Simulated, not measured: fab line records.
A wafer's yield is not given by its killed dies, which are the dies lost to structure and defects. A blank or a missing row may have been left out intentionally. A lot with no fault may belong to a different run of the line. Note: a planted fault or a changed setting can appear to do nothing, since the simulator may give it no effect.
Problem report in the 8D (eight disciplines) form, filled by code | flow sky130 | the parts of the form that need people (team, actions taken, sign-off) are left out

## 1. THE PROBLEM
Wafers with no fault read 0.9 % with a standard deviation of 0.39, whereas sort_bin_3_pad_short at SKY_PAD_OPEN_PROBE_99 reads a mean of 3.3 % on 1 wafer of 1 lot. Measured from the usual mean, that is +6.2 standard deviations.
First seen on wafer L278.2, day 48 09:11, on prober-01. The record holds 3 wafers of 1 lot with a number at this step. Rule for "out" (also "out of limits"): further than 4 standard deviations from the usual mean. All remaining wafers that have a number are taken as sound.

## 2. WHAT IT IS, WHAT IT ISN'T
question                    | is                                                                                                | is not
which readings at this step | sort_bin_3_pad_short, defectLimitedYield, killed_at_M0_to_M3, killedDies, sortNPass, sortYieldPct | killed_at_M4_up, killedAtContacts, killedAtFrontEnd, killedAtOther, killedOpen, killedShort
which lots                  | L278                                                                                              | -
which wafers of those lots  | L278.2                                                                                            | L278.1, L278.6
read on which tools         | prober-01                                                                                         | -
when                        | from day 48 09:11                                                                                 | up to then (1 sound wafer); but 1 sound wafer of L278 came after

## 3. SUSPECTS, AND WHAT RULES EACH OUT
Counting: a tool at a process step up to the reading stays a suspect if it ran every lot that is out. Sound lots after the first of them don't rule it out here, since some wafers of a struck lot are sound.
- rieMetal-02 at SKY_METAL2_ETCH_18 (etches BARC in N2/H2, stops on SiO2, time 45.9 s, target depth 60 nm): kept. It ran the lot that is out, L278 (day 38 09:56).
- rieDiel-01 at SKY_VIA4_ETCH_12 (etches SiO2 in C4F8/O2/Ar, stops on TiN, target depth 580 nm): kept. It ran the lot that is out, L278 (day 45 17:43).
- pvdSputter-03 at SKY_METAL5_SPUTTER_03 (material Ti, target thk 5 nm, time 3.3 s): kept. It ran the lot that is out, L278 (day 45 19:10).
- pvdSputter-03 at SKY_METAL5_SPUTTER_04 (material TiN, target thk 70 nm, time 58.3 s): kept. It ran the lot that is out, L278 (day 45 19:11).
- prober-01 at SKY_PAD_OPEN_PROBE_99: kept. It ran the lot that is out, L278 (day 48 09:08). Its own defectLimitedYield, killed_at_M0_to_M3, killedDies, sort_bin_3_pad_short, sortNPass, sortYieldPct readings are out on those wafers.
- At SKY_METAL2_ETCH_18 on rieMetal-02, chamber 0 took the sound wafers of the same lots and chamber 1 took the wafers that are out.
- At SKY_VIA4_ETCH_12 on rieDiel-01, chamber 0 took the sound wafers of the same lots and chamber 3 took the wafers that are out.
Left after counting: rieMetal-02 at SKY_METAL2_ETCH_18, rieDiel-01 at SKY_VIA4_ETCH_12, pvdSputter-03 at SKY_METAL5_SPUTTER_03, pvdSputter-03 at SKY_METAL5_SPUTTER_04, prober-01 at SKY_PAD_OPEN_PROBE_99.

## 4. THE CAUSE (what the simulator had put in)
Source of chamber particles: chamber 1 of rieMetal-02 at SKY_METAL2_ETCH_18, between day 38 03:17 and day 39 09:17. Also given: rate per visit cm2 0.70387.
5 suspects survive the count, and this tool is in that group.

## 5. SEQUENCE OF EFFECTS, ordered by route
Each row: a reading whose mean over the struck wafers that have a number lies more than 3 standard deviations from the usual. Only readings for which the record gives a usual standard deviation are gone through. hours: the time from each lot's start at the first step in this table that gives one to its start at this step, as a median over the lots. sigmas: the change in usual standard deviations.
hours | step                  | reading              | usual  | on struck wafers | change | sigmas
0     | SKY_PAD_OPEN_PROBE_99 | defectLimitedYield   | 82.0 % | 71.3             | -10.7  | -5.1
0     | SKY_PAD_OPEN_PROBE_99 | killed_at_M0_to_M3   | 45     | 87               | +42    | +6.0
0     | SKY_PAD_OPEN_PROBE_99 | killedDies           | 89     | 141              | +52    | +5.2
0     | SKY_PAD_OPEN_PROBE_99 | sort_bin_3_pad_short | 0.9 %  | 3.3              | +2.4   | +6.2
0     | SKY_PAD_OPEN_PROBE_99 | sort_bin_5_function  | 10.7 % | 16.5             | +5.8   | +3.9
0     | SKY_PAD_OPEN_PROBE_99 | sortNPass            | 403    | 351              | -52    | -5.2
0     | SKY_PAD_OPEN_PROBE_99 | sortYieldPct         | 82.0 % | 71.3             | -10.7  | -5.1
It contains these process steps:
- SKY_PAD_OPEN_PROBE_99

## 6. WHAT WOULD HAVE CAUGHT IT SOONER
246 hours passed between the start of the fault at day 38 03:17 and the first reading out of limits in this record, taken at day 48 09:11.
An alarm limit of 4 standard deviations would not have fired on the tool readings at SKY_METAL2_ETCH_18 for which the record gives a usual standard deviation, since none of them was out on any struck wafer.
The start of SKY_METAL2_ETCH_18 on rieMetal-02 came by day 48 09:11 for every one of the lots that are out (1). A hold on the tool at that time would have spared none of them.
